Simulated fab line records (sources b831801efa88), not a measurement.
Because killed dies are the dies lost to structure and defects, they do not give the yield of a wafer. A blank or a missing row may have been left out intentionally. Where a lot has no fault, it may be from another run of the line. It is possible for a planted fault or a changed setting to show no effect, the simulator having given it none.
Comparing a struck lot with a sound one ; flow sfq_line ; 13 out of 325 route steps
Sound: these wafers, L982.2, L982.3, L982.5. Wafers struck: L987.1, L987.4, L987.6. The cause is given at the end.
Each step with rows lists, per side, the tool, then ch with its chambers, then its first start. Under that, the readings that differ: sound wafers ; struck wafers ; difference of the means ; sigmas: that difference in standard deviations of wafers without a fault.
alike: readings with means less than 2 such deviations apart, plus words and numbers identical on both sides. not compared: withheld readings, readings lacking a value on some wafer, bounds such as >300 that could conceal the same value, and numbers that have no deviation in the record and whose values overlap.
A row with sigmas, a row that says differs or no value, or rows on one side alone: a step with any of these is where the two part. Non-overlapping numbers with no deviation appear without sigmas and do not part them. Lack of a reading on every wafer of one side parts them only where that side has two or more wafers.

SFQ_I0_OVL_MEAS_908:
  sound: overlay-02 at day 10 11:55; struck: overlay-01 at day 11 11:58
  alike: I0_OVL
SFQ_TRILAYER_I0_VIA_BARC_OPEN_VIA_ETCH_046: etches BARC in O2, target depth 125 nm, time 41.7 s.
  sound on rie_diel-01 ch 1,2,3, day 10 11:57; struck on rie_diel-01 ch 0,1,2, day 11 12:01
  alike: drypump_motor_current_A, oes_product_au
  not compared: rf_hours_counter_h
SFQ_TRILAYER_I0_VIA_ETCH_VIA_ETCH_034: etches SiO2 in CHF3, stops on Nb, target depth 260 nm.
  sound on rie_diel-01 ch 1,2,3, day 10 11:59; struck on rie_diel-01 ch 0,1,2, day 11 12:03
  alike: drypump_motor_current_A, oes_product_au
SFQ_TRILAYER_I0_VIA_STRIP_STRIP_035: strips in O2.
  sound on rie_metal-02 ch 0, day 10 12:07; struck on rie_metal-02 ch 0, day 11 12:10
  alike: drypump_motor_current_A, oes_product_au
  not compared: rf_hours_counter_h
then, 2 steps without rows for these wafers: SFQ_TRILAYER_I0_VIA_STRIP_SOLV_CLEAN_036 (cleans in NMP, time 600 s); SFQ_TRILAYER_M1_DEP_PRE_CLEAN_038 (time 22.5 s).
SFQ_TRILAYER_M1_DEP_SPUTTER_037: material Nb, target thk 200 nm, time 133.3 s.
  sound: pvd_sputter-04 at day 10 12:55; struck: pvd_sputter-03 at day 11 12:59
  alike: base_pressure_pa, throttle_valve_pct
SFQ_M1_RS_MEAS_909: measures by four-point-probe.
  sound: film_metro-04 at day 10 13:01; struck: film_metro-01 at day 11 13:04
  alike: M1_NB_RS
then, 3 steps without rows for these wafers: SFQ_TRILAYER_M1_LITHO_COAT_044 (resist thk 62 nm); SFQ_TRILAYER_M1_LITHO_COAT_039 (resist thk 600 nm); SFQ_TRILAYER_M1_LITHO_SOFTBAKE_043.
SFQ_TRILAYER_M1_LITHO_EXPOSE_040: exposes mask M1, target cd 500 nm.
  sound on krf_scanner-01 ch 0, day 11 14:12; struck on krf_scanner-01, day 12 15:12
  no value came back on the struck wafers for exposure_dose_mJ_cm2, focus_offset_nm (nm), reticle_temp_C (C); on the sound wafers exposure_dose_mJ_cm2 reads 14.390 14.376 14.369
  alike: mask
then, 1 step without rows for these wafers: SFQ_TRILAYER_M1_LITHO_PEB_042 (peb time 60 s).

WHERE THEY PART
SFQ_TRILAYER_M1_LITHO_EXPOSE_040 only, going by this record.

WHY: what the simulator had put in
Skipped step whole: krf_scanner-01, from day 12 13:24 on, at SFQ_TRILAYER_M1_LITHO_EXPOSE_040. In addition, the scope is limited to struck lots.
